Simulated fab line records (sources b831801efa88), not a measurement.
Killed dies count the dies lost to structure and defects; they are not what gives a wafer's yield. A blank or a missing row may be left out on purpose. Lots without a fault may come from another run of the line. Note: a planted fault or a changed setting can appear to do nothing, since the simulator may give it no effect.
What tool caused it? ; flow sky130 ; 6 lots with 18 wafers sampled at 4 steps, on a route of 708 steps

== WHAT THE GAUGES READ, wafer by wafer ==
SKY_PASSIVATION_THK_MEAS_01.
lot;measured;on;PASSIVATION_CVD_00_THK (nm)
L528;day 44 07:08;film_metro-04;89.7 89.3 88.6
L531;day 45 01:01;film_metro-03;90.8 91.2 91.8
L537;day 47 00:47;film_metro-04;92.3 91.3 89.9
L540;day 47 11:55;film_metro-04;90.0 90.1 91.5
L545;day 48 20:26;film_metro-01;90.9 92.2 92.4
L548;day 49 06:35;film_metro-04;90.2 89.8 91.5

== WHAT TOOL EACH LOT RAN ON (gives the tool, then ch and the chambers of the sampled wafers, and finally the start) ==
lot;SKY_VT_ADJUST_HVTR_STRIP_10;SKY_METAL3_SPUTTER_02;SKY_METAL3_SPUTTER_03
L528;plasma_asher-02 ch 0,1, day 10 02:49;pvd_sputter-02, day 36 21:00;pvd_sputter-02, day 36 21:02
L531;plasma_asher-03 ch 0, day 10 16:28;pvd_sputter-01, day 37 17:59;pvd_sputter-01, day 37 18:01
L537;plasma_asher-02 ch 0,1, day 13 08:01;pvd_sputter-02, day 40 03:11;pvd_sputter-02, day 40 03:14
L540;plasma_asher-02 ch 0,1, day 14 02:14;pvd_sputter-01, day 40 19:49;pvd_sputter-01, day 40 19:51
L545;plasma_asher-03 ch 0,1, day 15 08:19;pvd_sputter-01, day 42 04:28;pvd_sputter-01, day 42 04:30
L548;plasma_asher-01 ch 0,1, day 16 08:16;pvd_sputter-03, day 42 21:26;pvd_sputter-03, day 42 21:29
- SKY_VT_ADJUST_HVTR_STRIP_10: strips in O2/N2.
- SKY_METAL3_SPUTTER_02: material AlCu, target thk 735 nm, time 39.1 s.
- SKY_METAL3_SPUTTER_03: material Ti, target thk 5 nm, time 3.3 s.

== THE ANSWER, worked out from the rows above alone ==
Rule: the lots themselves supply what counts as usual. Put in order of their means at a reading, lots are off if they are a third of the lots or fewer, leave a main group of 4 or more, and stand apart from it by a gap of 3 or more times the standard deviation of the main group's means; of several such gaps the widest counts. A main group is skipped when, at the precision printed for the reading in the tables above, its means are all equal. A lot without any number at a reading at which 4 lots or more have one is off too. Any other lot the step has rows for is counted as sound.
No lot is off on any of the readings shown, so nothing can be concluded from this.

== WHAT THE SIMULATOR HAD PUT IN ==
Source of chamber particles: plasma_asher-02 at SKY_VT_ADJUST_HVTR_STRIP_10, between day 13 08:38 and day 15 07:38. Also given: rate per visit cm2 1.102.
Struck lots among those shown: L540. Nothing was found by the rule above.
